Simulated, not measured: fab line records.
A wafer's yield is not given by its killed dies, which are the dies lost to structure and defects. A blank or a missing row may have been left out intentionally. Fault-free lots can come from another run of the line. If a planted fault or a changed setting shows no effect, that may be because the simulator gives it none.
fab line records	flow sky130
record lots=12	wafers=36	last_day=50
route steps=708 shown FIELD_ISO@17 DNWELL@43 NWELL@68 PAD_OPEN@708
lots with no fault: from the same line, run without faults
start_h: start of the lot's first displayed wafer, in hours after the record's first day	wait_h: hours elapsed since this lot's preceding step	" identical to the entry in the row above	L1.1+2: a row that stands for several wafers	- either no value or no given start	* or withheld: withheld	< > ~ a bound
route shown NAME@n: names a module that has steps shown in the file, with the first one's number in the route	usual: the fault-free wafers' mean and standard deviation	same: alike in all rows	chamber/n: place in a boat	sites: each site's reading	_std_site: the standard deviation of these	_edge_site: inner sites' mean taken away from outer sites' mean	radius_mm: how far each site lies from the wafer's centre	mask NAME#n: copy n	behind: the most recent tool/chamber to have shaped the wafer	hold: what put the lot on hold/how long, in hours/how the hold closed	device: names the non-switching transistor (n, p or np)	end of line: tests run on the same wafers once the route is complete	where a step has no rows: the recipe by itself	killed: dies lost to structure and defects at the first sort, not the wafer's yield	map: a wafer's dies, x killed, . not, _ none there
set.NAME: the setting the step ran with; set.NAME@STEP: the setting that earlier step ran with	model.NAME: the simulator's own value behind a step, which no gauge read
steps of the route over a sample of lots; a table a step, a row a wafer
services: a tool's chamber out of use, with start hour (start_h, from the record's first day; less than 0 if before it), hours out, and reason
## steps
# step SKY_FIELD_ISO_STRIP_16
# recipe chemistry=O2/N2	power_w=1400	pressure_mtorr=1500	platen_temp_c=withheld	o2_flow_sccm=3000	n2_flow_sccm=300	overash_fraction=0.5
# usual drypump_motor_current_A=5.60/0.3	oes_product_au=0.378/0.0049	strip_time_to_endpoint_s=3.549/0.028
lot.wafer	tool	chamber	start_h	wait_h	drypump_motor_current_A	oes_product_au	rf_hours_counter_h	strip_time_to_endpoint_s
L266.3	plasma_asher-03	0	29.13	0.1	5.44	0.385	-	3.559
L266.5	"	0	"	"	5.45	0.376	-	3.544
L266.6	"	1	"	"	5.16	0.377	-	3.586
L268.1	plasma_asher-02	1	39.89	0.0	5.52	0.380	38	3.551
L268.4	"	0	"	"	5.63	0.372	-	3.550
L268.5	"	0	"	"	5.64	0.376	-	3.495
L269.2	plasma_asher-03	0	45.05	0.0	5.43	0.377	36	3.545
L269.5	"	1	"	"	5.13	0.382	-	3.546
L269.6	"	0	"	"	5.42	0.378	-	3.542
L270.3	plasma_asher-01	0	52.58	0.1	6.08	0.387	-	3.578
L270.5	"	1	"	"	5.62	0.384	-	3.586
L270.6	"	0	"	"	6.11	0.370	-	3.566
L271.2	plasma_asher-01	1	55.11	0.0	5.59	0.373	25	3.523
L271.4	"	0	"	"	6.08	0.375	-	3.523
L271.6	"	1	"	"	5.62	0.376	-	3.592
L272.3	plasma_asher-03	0	59.83	0.1	5.45	0.382	-	3.574
L272.4	"	1	"	"	5.16	0.378	-	3.528
L272.6	"	0	"	"	5.44	0.382	-	3.579
L274.1	plasma_asher-01	0	71.51	0.0	6.08	0.369	27	3.562
L274.5	"	1	"	"	5.60	0.381	-	3.563
L274.6	"	0	"	"	6.10	0.385	-	3.540
L278.4	plasma_asher-02	0	93.43	0.1	5.66	0.383	-	3.569
L278.5	"	0	"	"	5.67	0.382	-	3.556
L278.6	"	1	"	"	5.52	0.383	-	3.544
L281.1	plasma_asher-03	0	106.26	0.0	5.41	0.380	42	3.578
L281.4	"	1	"	"	5.16	0.382	-	3.551
L281.5	"	0	"	"	5.44	0.380	-	3.564
L282.1	plasma_asher-02	0	112.35	0.0	5.64	0.374	45	3.493
L282.2	"	1	"	"	5.52	0.373	45	3.537
L282.4	"	0	"	"	5.64	0.377	-	3.559
L283.1	plasma_asher-01	1	117.46	0.0	5.60	0.380	32	3.569
L283.3	"	1	"	"	5.59	0.375	-	3.578
L283.4	"	0	"	"	6.07	0.377	-	3.596
L287.1	plasma_asher-01	0	138.11	0.0	6.08	0.378	34	3.517
L287.2	"	1	"	"	5.57	0.378	34	3.551
L287.5	"	1	"	"	5.60	0.381	-	3.528
# step SKY_FIELD_ISO_ETCH_17
# recipe target_depth_a=3420	mask_material=Si3N4	chemistry=HBr/Cl2/O2	target=Si	taper_deg=5	icp_w=600	bias_w=150	pressure_mtorr=15	HBr_flow_sccm=150	Cl2_flow_sccm=40	O2_flow_sccm=6	time_s=97.7
# usual bias_w=150.0/0.46	drypump_motor_current_A=5.5/0.46	oes_product_au=1.005/0.0086	throttle_valve_pct=25.652/0.011
lot.wafer	tool	chamber	start_h	wait_h	bias_w	drypump_motor_current_A	oes_product_au	rf_hours_counter_h	throttle_valve_pct
L266.3	rie_si-01	2	29.20	0.0	149.4	5.7	1.016	75	25.655
L266.5	"	2	"	"	150.9	5.6	1.021	-	25.650
L266.6	"	3	"	"	149.7	5.8	0.996	-	25.664
L268.1	rie_si-01	0	39.99	0.1	150.6	6.1	1.001	0	25.667
L268.4	"	1	"	"	149.2	4.8	1.013	3	25.638
L268.5	"	2	"	"	150.0	5.6	1.006	-	25.648
L269.2	rie_si-02	0	45.15	0.1	150.3	6.2	1.007	141	25.661
L269.5	"	2	"	"	149.3	5.6	1.009	-	25.650
L269.6	"	3	"	"	149.9	4.9	0.987	-	25.659
L270.3	rie_si-01	1	52.64	0.0	150.0	4.9	1.018	3	25.632
L270.5	"	2	"	"	149.8	5.6	1.007	-	25.659
L270.6	"	1	"	"	150.2	4.8	1.023	-	25.644
L271.2	rie_si-02	1	55.21	0.1	150.3	5.6	1.001	87	25.664
L271.4	"	0	"	"	150.3	6.2	0.999	141	25.662
L271.6	"	1	"	"	150.4	5.6	1.009	-	25.648
L272.3	rie_si-01	1	59.90	0.0	150.2	4.8	1.016	3	25.640
L272.4	"	2	"	"	149.9	5.6	1.014	75	25.653
L272.6	"	3	"	"	149.4	5.8	1.006	-	25.659
L274.1	rie_si-01	2	71.61	0.1	150.1	5.7	1.002	75	25.642
L274.5	"	3	"	"	149.6	5.8	1.000	-	25.655
L274.6	"	1	"	"	150.2	4.8	1.004	-	25.621
L278.4	rie_si-01	2	93.50	0.0	149.7	5.6	1.013	75	25.658
L278.5	"	3	"	"	150.1	5.8	1.000	-	25.659
L278.6	"	2	"	"	149.8	5.6	1.011	-	25.650
L281.1	rie_si-02	0	106.36	0.1	150.4	6.2	1.009	142	25.658
L281.4	"	2	"	"	150.4	5.6	1.004	1	25.642
L281.5	"	1	"	"	150.1	5.6	0.999	-	25.663
L282.1	rie_si-02	3	112.45	0.1	149.1	4.8	0.992	72	25.659
L282.2	"	0	"	"	149.8	6.2	1.013	142	25.646
L282.4	"	2	"	"	149.4	5.5	1.013	1	25.656
L283.1	rie_si-01	2	117.56	0.1	150.1	5.7	1.019	76	25.656
L283.3	"	1	"	"	163.6	4.8	1.022	4	25.648
L283.4	"	1	"	"	163.5	4.8	1.022	-	25.643
L287.1	rie_si-02	0	138.21	0.1	150.1	6.2	1.000	0	25.660
L287.2	"	3	"	"	149.2	4.9	0.994	73	25.667
L287.5	"	3	"	"	148.9	4.9	0.985	-	25.670
# step SKY_DNWELL_STRIP_08
# recipe chemistry=O2/N2	power_w=1400	pressure_mtorr=1500	platen_temp_c=withheld	o2_flow_sccm=3000	n2_flow_sccm=300	overash_fraction=0.5
# usual drypump_motor_current_A=5.72/0.17	oes_product_au=0.722/0.0048	strip_time_to_endpoint_s=36.92/0.12
lot.wafer	tool	chamber	start_h	wait_h	drypump_motor_current_A	oes_product_au	rf_hours_counter_h	strip_time_to_endpoint_s
L266.3	plasma_asher-01	1	51.51	0.1	5.60	0.725	-	36.88
L266.5	"	1	"	"	5.58	0.722	-	36.90
L266.6	"	0	"	"	6.09	0.723	-	36.86
L268.1	plasma_asher-04	1	63.12	0.1	5.77	0.717	33	36.87
L268.4	"	0	"	"	5.79	0.726	-	36.84
L268.5	"	0	"	"	5.80	0.722	-	36.87
L269.2	plasma_asher-04	0	71.62	0.1	5.79	0.725	34	36.89
L269.5	"	1	"	"	5.75	0.722	-	37.08
L269.6	"	0	"	"	5.80	0.725	-	36.86
L270.3	plasma_asher-04	1	78.00	0.1	5.78	0.719	-	36.70
L270.5	"	1	"	"	5.77	0.719	-	36.83
L270.6	"	0	"	"	5.79	0.715	-	36.71
L271.2	plasma_asher-02	0	81.27	0.1	5.65	0.720	42	36.99
L271.4	"	0	"	"	5.65	0.718	-	36.99
L271.6	"	1	"	"	5.53	0.717	-	37.05
L272.3	plasma_asher-01	1	85.26	0.1	5.59	0.727	-	37.10
L272.4	"	0	"	"	6.08	0.727	-	37.13
L272.6	"	1	"	"	5.59	0.724	-	37.10
L274.1	plasma_asher-02	1	98.27	0.1	5.52	0.715	43	36.82
L274.5	"	1	"	"	5.51	0.720	-	36.77
L274.6	"	0	"	"	5.63	0.727	-	36.76
L278.4	plasma_asher-02	0	123.90	0.1	5.63	0.717	-	36.97
L278.5	"	1	"	"	5.51	0.723	-	36.99
L278.6	"	0	"	"	5.64	0.724	-	37.14
L281.1	plasma_asher-04	0	133.47	0.1	5.81	0.718	40	36.85
L281.4	"	0	"	"	5.80	0.731	-	36.89
L281.5	"	0	"	"	5.80	0.728	-	36.97
L282.1	plasma_asher-01	1	139.57	0.1	5.61	0.720	34	36.96
L282.2	"	0	"	"	6.08	0.718	34	37.01
L282.4	"	1	"	"	5.57	0.716	-	36.77
L283.1	plasma_asher-01	0	142.28	0.1	6.09	0.725	34	36.94
L283.3	"	1	"	"	5.60	0.727	-	36.93
L283.4	"	0	"	"	6.07	0.709	-	36.93
L287.1	plasma_asher-02	1	165.97	0.1	5.52	0.726	51	36.92
L287.2	"	0	"	"	5.62	0.727	51	36.82
L287.5	"	0	"	"	5.64	0.720	-	36.90
# step SKY_NWELL_TW_MEAS_15
# usual NWELL_TW=1816/10
lot.wafer	tool	chamber	start_h	wait_h	NWELL_TW
L266.3	film_metro-03	-	84.72	0.1	1822
L266.5	"	-	"	"	1805
L266.6	"	-	"	"	1811
L268.1	film_metro-03	-	97.75	0.1	1820
L268.4	"	-	"	"	1830
L268.5	"	-	"	"	1833
L269.2	film_metro-02	-	106.99	0.1	1824
L269.5	"	-	"	"	1808
L269.6	"	-	"	"	1812
L270.3	film_metro-04	-	113.48	0.1	1809
L270.5	"	-	"	"	1800
L270.6	"	-	"	"	1810
L271.2	film_metro-03	-	116.66	0.1	1809
L271.4	"	-	"	"	1824
L271.6	"	-	"	"	1821
L272.3	film_metro-02	-	121.57	0.1	1815
L272.4	"	-	"	"	1812
L272.6	"	-	"	"	1799
L274.1	film_metro-02	-	135.20	0.1	1818
L274.5	"	-	"	"	1817
L274.6	"	-	"	"	1812
L278.4	film_metro-03	-	163.46	0.1	1829
L278.5	"	-	"	"	1837
L278.6	"	-	"	"	1824
L281.1	film_metro-03	-	174.15	0.1	1828
L281.4	"	-	"	"	1820
L281.5	"	-	"	"	1816
L282.1	film_metro-02	-	180.43	0.1	1800
L282.2	"	-	"	"	1802
L282.4	"	-	"	"	1794
L283.1	film_metro-04	-	183.30	0.1	1825
L283.3	"	-	"	"	1818
L283.4	"	-	"	"	1833
L287.1	film_metro-04	-	206.76	0.1	1814
L287.2	"	-	"	"	1821
L287.5	"	-	"	"	1811
# step SKY_PAD_OPEN_PROBE_99
# usual killed_at_M0_to_M3=43/7.6	killed_at_M4_up=2.9/1.9	killed_at_contacts=24/5	killed_at_front_end=15/4.3	killed_at_other=0.3/0.54	killed_dies=85/10	killed_open=47/7	killed_short=38/6.4
# same gross_dies=492	killed_at_back_side=0
lot.wafer	tool	chamber	start_h	wait_h	killed_at_M0_to_M3	killed_at_M4_up	killed_at_contacts	killed_at_front_end	killed_at_other	killed_dies	killed_open	killed_short
L281.1	prober-02	-	1168.11	0.1	38	2	27	20	2	89	45	44
L281.4	prober-02	-	1168.26	0.2	42	1	22	17	0	82	50	32
L281.5	prober-02	-	1168.31	0.2	37	3	22	16	0	78	44	34
L282.1	prober-02	-	1170.27	0.1	57	2	28	4	0	91	57	34
L282.2	prober-02	-	1170.32	0.1	46	5	26	13	1	91	42	49
L282.4	prober-02	-	1170.42	0.2	67	1	26	14	1	109	56	53
L283.1	prober-01	-	1171.65	0.1	51	0	26	11	1	89	55	34
L283.3	prober-01	-	1171.75	0.2	41	1	29	19	1	91	51	40
L283.4	prober-01	-	1171.80	0.2	40	3	21	22	0	86	52	34
# killed by level:class
L281.1 CONTACT:geometric_particle:open=13 VIA1:geometric_particle:open=9 METAL1:geometric_particle:short=8 VIA3:geometric_particle:open=8 CONTACT:geometric_particle:short=6 FIELD_ISO:geometric_particle:short=5 POLY_GATE:geometric_particle:short=4 FIELD_ISO:geometric_particle:open=3
L281.4 CONTACT:geometric_particle:open=9 VIA3:geometric_particle:open=9 METAL2:geometric_particle:short=7 VIA1:geometric_particle:open=7 VIA2:geometric_particle:open=7 FIELD_ISO:geometric_particle:open=5 LOCAL_INTERCONNECT:geometric_particle:short=4 METAL1:geometric_particle:short=4
L281.5 CONTACT:geometric_particle:open=10 VIA1:geometric_particle:open=7 FIELD_ISO:geometric_particle:open=5 VIA2:geometric_particle:open=5 VIA1:geometric_particle:short=5 VIA3:geometric_particle:open=5 VIA3:geometric_particle:short=5 CONTACT:geometric_particle:short=4
L282.1 VIA1:geometric_particle:open=18 LI_CONTACT:geometric_particle:open=10 VIA2:geometric_particle:open=7 VIA3:geometric_particle:open=7 LOCAL_INTERCONNECT:geometric_particle:short=5 CONTACT:geometric_particle:short=5 METAL1:geometric_particle:short=5 VIA1:geometric_particle:short=5
L282.2 VIA1:geometric_particle:open=14 LI_CONTACT:geometric_particle:short=9 LI_CONTACT:geometric_particle:open=8 VIA3:geometric_particle:short=7 LOCAL_INTERCONNECT:geometric_particle:short=7 VIA3:geometric_particle:open=6 METAL1:geometric_particle:short=4 VIA2:geometric_particle:short=4
L282.4 VIA1:geometric_particle:open=16 METAL2:geometric_particle:short=10 METAL1:geometric_particle:short=9 LI_CONTACT:geometric_particle:open=7 VIA2:geometric_particle:short=7 CONTACT:geometric_particle:short=7 VIA2:geometric_particle:open=7 FIELD_ISO:geometric_particle:open=6
L283.1 CONTACT:geometric_particle:open=11 VIA1:geometric_particle:open=11 LI_CONTACT:geometric_particle:open=9 VIA3:geometric_particle:open=9 METAL3:geometric_particle:short=6 FIELD_ISO:geometric_particle:open=5 METAL1:geometric_particle:short=5 VIA2:geometric_particle:open=4
L283.3 VIA1:geometric_particle:open=9 CONTACT:geometric_particle:open=9 POLY_GATE:geometric_particle:open=7 LI_CONTACT:geometric_particle:open=7 METAL1:geometric_particle:short=6 VIA3:geometric_particle:open=6 FIELD_ISO:geometric_particle:short=5 CONTACT:geometric_particle:short=5
L283.4 VIA1:geometric_particle:open=14 CONTACT:geometric_particle:open=10 POLY_GATE:geometric_particle:open=6 VIA1:geometric_particle:short=5 VIA2:geometric_particle:open=5 FIELD_ISO:geometric_particle:short=4 FIELD_ISO:geometric_particle:open=4 LI_CONTACT:geometric_particle:short=3
## services
tool	chamber	start_h	hours	kind
rie_si-01	0	20.68	-	clean
rie_si-01	0	20.68	11.2	scheduled_down
rie_si-01	0	20.68	11.2	vent_cycle
plasma_asher-04	-	53.12	2.3	repair
rie_si-01	0	62.30	11.2	repair
rie_si-01	-	65.72	2.8	pm
plasma_asher-04	-	91.20	0.7	repair
rie_si-01	3	98.11	-	clean
rie_si-01	3	98.11	20.0	scheduled_down
rie_si-01	3	98.11	20.0	vent_cycle
plasma_asher-03	-	108.75	9.0	pm
plasma_asher-03	0	108.75	9.0	vent_cycle
plasma_asher-03	1	108.75	9.0	vent_cycle
plasma_asher-04	-	116.23	2.8	pm
rie_si-02	0	117.33	-	clean
rie_si-02	0	117.33	18.9	scheduled_down
rie_si-02	0	117.33	18.9	vent_cycle
plasma_asher-03	0	117.75	-	clean
plasma_asher-03	1	117.75	-	clean
plasma_asher-03	-	131.76	2.7	repair
rie_si-02	1	144.93	2.6	repair
rie_si-01	2	151.09	6.8	repair
rie_si-02	3	154.01	3.1	repair
plasma_asher-01	-	155.26	11.5	repair
## key
first_sign step=SKY_FIELD_ISO_ETCH_17	reading=bias_w	direction=up	sigmas=30	usual=150.0	struck=163.6
effect none on later readings
met_at SKY_FIELD_ISO_ETCH_17
struck_lots L283
struck_wafers L283.3,L283.4
tester_left_out L283
not_acting_at SKY_FIELD_ISO_STRIP_16,SKY_DNWELL_STRIP_08,SKY_NWELL_TW_MEAS_15
onset_between 71.61 117.56
fault kind=process_parameter_drift	tool=rie_si-01	chamber=1	onset_h=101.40	steps=SKY_FIELD_ISO_ETCH_17	channel=bias_w	offset=13.592	shape=step	end_h=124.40	acts_in=these_recipes_only	stated=150
# tester_left_out: of these lots the tester's yield and bins aren't shown, on N5 and GAA mostly nor the transistor test; their killed dies are dies lost to structure and defects alone, not to doping, threshold or leakage, so they don't give the yield
